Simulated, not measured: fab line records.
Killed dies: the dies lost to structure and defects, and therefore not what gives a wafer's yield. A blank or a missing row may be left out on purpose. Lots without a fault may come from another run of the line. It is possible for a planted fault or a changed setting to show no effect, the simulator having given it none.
Problem report in the 8D (eight disciplines) form, filled by code + flow sky130 + the parts of the form that need people (team, actions taken, sign-off) are left out

1. THE ISSUE
Wafers without a fault read 0.855 a.u., standard deviation 0.0047; oes-product-au at SKY_VIA2_ETCH_14 reads a mean of 0.797 a.u. on 2 wafers belonging to 2 lots. That is -12 standard deviations from the usual mean.
The step: etches BARC in N2/H2, stops on SiO2, time 45.9 s, target depth 60 nm.
The first sign was on wafer L294.5 at day 41 03:11, on rie-diel-03. At this step, 41 wafers from 14 lots have a number in the record. By rule, "out" or "out of limits" means more than 4 standard deviations away from the usual mean. All remaining wafers that have a number are taken as sound.

2. WHAT IT IS, WHAT IT ISN'T
| question                    | is                | is not                                                                                       |
|-----------------------------|-------------------|----------------------------------------------------------------------------------------------|
| which readings at this step | oes-product-au    | drypump-motor-current-A, throttle-valve-pct                                                  |
| which lots                  | L294, L298        | L284, L285, L286, L287, L288, L289, L290, L291, L302, L303, L304, L305                       |
| which wafers of those lots  | L294.5, L298.4    | L294.6, L298.2, L298.3                                                                       |
| read on which tools         | rie-diel-03       | rie-diel-02, rie-diel-04                                                                     |
| when                        | from day 41 03:11 | up to then (25 sound wafers); but 14 sound wafers of L298, L302, L303, L304, L305 came after |

3. WHAT RULES OUT EACH SUSPECT
Counting: any tool at a process step up to the reading remains a suspect provided it ran every lot that is out. Sound lots after the first of them don't rule it out here, since some wafers of a struck lot are sound.
- plasma-asher-04 at SKY_CONTACT_STRIP_19 (strips in O2/N2): kept. Every lot that is out went through it, the first being L294 (day 36 17:31); the last sound lot it ran before that was L291 (day 35 02:08).
- rie-metal-04 at SKY_METAL2_ETCH_18 (etches BARC in N2/H2, stops on SiO2, time 45.9 s, target depth 60 nm): kept. Every lot that is out went through it, the first being L294 (day 40 01:14); the last sound lot it ran before that was L288 (day 37 22:23).
- rie-diel-03 at SKY_VIA2_ETCH_14 (etches BARC in N2/H2, stops on SiO2, time 45.9 s, target depth 60 nm): kept. Every lot that is out went through it, the first being L294 (day 41 03:11); the last sound lot it ran before that was L291 (day 39 16:34). Out on those wafers are its own readings of oes-product-au.
- Within rie-diel-03 at SKY_VIA2_ETCH_14: the wafers that are out ran in chambers 1, 3; their sound lot-mates ran in chambers 0, 2.
After the count, these remain: plasma-asher-04 at SKY_CONTACT_STRIP_19, rie-metal-04 at SKY_METAL2_ETCH_18 and rie-diel-03 at SKY_VIA2_ETCH_14.

4. THE CAUSE (what the simulator had put in)
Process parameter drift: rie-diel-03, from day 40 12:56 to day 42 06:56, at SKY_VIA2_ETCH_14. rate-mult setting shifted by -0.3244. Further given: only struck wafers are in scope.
3 suspects survive the count, and this tool is in that group.

5. THE EFFECT CHAIN, in route order
Each row: a reading whose mean over the struck wafers that have a number lies more than 3 standard deviations from the usual. Readings are gone through only where the record gives a usual standard deviation; hours: the median, over the lots, of the time from a lot's start at the first step in this table giving one to that lot's start at this step; sigmas: the change measured in usual standard deviations.
| hours | step              | reading                  | usual      | on struck wafers | change | sigmas      |
|-------|-------------------|--------------------------|------------|------------------|--------|-------------|
| 0     | SKY_VIA2_ETCH_14  | oes-product-au           | 0.855 a.u. | 0.797            | -0.058 | -12         |
| 0     | SKY_VIA2_ETCH_15  | oes-product-au           | 0.941 a.u. | 0.369            | -0.571 | -99 or more |
| 0     | SKY_VIA2_STRIP_16 | strip-time-to-endpoint-s | 4.051 s    | 4.210            | +0.159 | +8.3        |
It contains these process steps:
- SKY_VIA2_ETCH_14: etches BARC in N2/H2, stops on SiO2, time 45.9 s, target depth 60 nm.
- SKY_VIA2_ETCH_15: etches SiO2 in C4F8/O2/Ar, stops on TiN, target depth 546 nm, time 84 s.
- SKY_VIA2_STRIP_16: strips in O2/N2.

6. WHAT WOULD HAVE CAUGHT IT SOONER
In this record no reading fell out of limits until day 41 03:11, 14 hours after the fault had begun at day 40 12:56.
